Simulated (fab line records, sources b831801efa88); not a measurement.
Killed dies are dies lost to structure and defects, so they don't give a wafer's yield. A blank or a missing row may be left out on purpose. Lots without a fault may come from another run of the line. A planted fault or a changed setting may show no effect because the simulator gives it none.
Chamber matching | flow gf180mcu | GF_STI_ETCH_14 on rie_si-01: 4 sister chambers
The step etches Si in HBr/Cl2/O2, target depth 360 nm, time 102.9 s. 16 wafers are shown with their chamber, then 8 later ones without.

WAFERS WITH THEIR CHAMBER
wafer  | chamber | O2_flow_sccm (sccm) | throttle_valve_pct (%) | oes_product_au (a.u.)
L531.3 | 0       | 6.000               | 25.655                 | 0.995
L531.4 | 2       | 5.989               | 25.652                 | 1.001
L531.6 | 2       | 5.981               | 25.659                 | 1.009
L533.3 | 0       | 6.028               | 25.665                 | 0.984
L533.4 | 1       | 6.024               | 25.658                 | 0.995
L533.5 | 3       | 6.043               | 25.676                 | 0.998
L534.1 | 2       | 6.000               | 25.672                 | 0.991
L534.2 | 0       | 6.006               | 25.658                 | 0.998
L534.4 | 1       | 6.023               | 25.659                 | 1.007
L541.3 | 1       | 6.028               | 25.642                 | 1.003
L541.4 | 1       | 6.012               | 25.656                 | 1.001
L541.6 | 0       | 5.992               | 25.654                 | 1.003
L545.1 | 0       | 6.012               | 25.667                 | 1.004
L545.4 | 2       | 6.015               | 25.662                 | 0.991
L545.6 | 3       | 5.978               | 25.653                 | 0.994
L546.1 | 2       | 6.005               | 25.661                 | 0.991

SIGNATURES (means of the wafers above)
reading            | chamber 0 | chamber 1 | chamber 2 | chamber 3 | scatter within a chamber
O2_flow_sccm       | 6.00760   | 6.02175   | 5.99800   | 6.01050   | 0.0176
throttle_valve_pct | 25.65980  | 25.65375  | 25.66120  | 25.66450  | 0.00816
oes_product_au     | 0.99680   | 1.00150   | 0.99660   | 0.99600   | 0.00712
Rule: a wafer's distance from a chamber is the root of the sum, over the readings, of the square of ((its reading less the chamber's mean) divided by the reading's scatter). The wafer belongs to the nearest chamber; if the next one is less than 2 further off, it can't be placed. The scatter: the root of (the sum of the squares of (reading less its chamber's mean) over the shown wafers, divided by (wafers less chambers)).

WAFERS WITHOUT THEIR CHAMBER
wafer  | O2_flow_sccm (sccm) | throttle_valve_pct (%) | oes_product_au (a.u.)
L546.2 | 5.999               | 25.659                 | 1.010
L546.6 | 5.994               | 25.662                 | 1.007
L547.1 | 5.988               | 25.648                 | 0.994
L547.2 | 5.997               | 25.665                 | 0.993
L547.3 | 5.987               | 25.689                 | 0.987
L548.2 | 5.997               | 25.669                 | 0.983
L548.3 | 6.001               | 25.658                 | 0.995
L548.6 | 5.978               | 25.645                 | 0.996

WHICH CHAMBER EACH WENT THROUGH
wafer  | from the rows above               | in truth
L546.2 | can't be placed: 1 or 2 or 0 or 3 | 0
L546.6 | can't be placed: 2 or 0 or 3 or 1 | 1
L547.1 | can't be placed: 2 or 0 or 1 or 3 | 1
L547.2 | can't be placed: 2 or 3 or 0 or 1 | 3
L547.3 | can't be placed: 3 or 2 or 0 or 1 | 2
L548.2 | can't be placed: 3 or 2 or 0 or 1 | 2
L548.3 | can't be placed: 2 or 0 or 3 or 1 | 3
L548.6 | can't be placed: 2 or 0 or 1 or 3 | 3
Placed correctly: 0 of 8. Can't be placed from these rows: 8 (the true chamber is among the candidates in 8). Placed wrongly: 0.
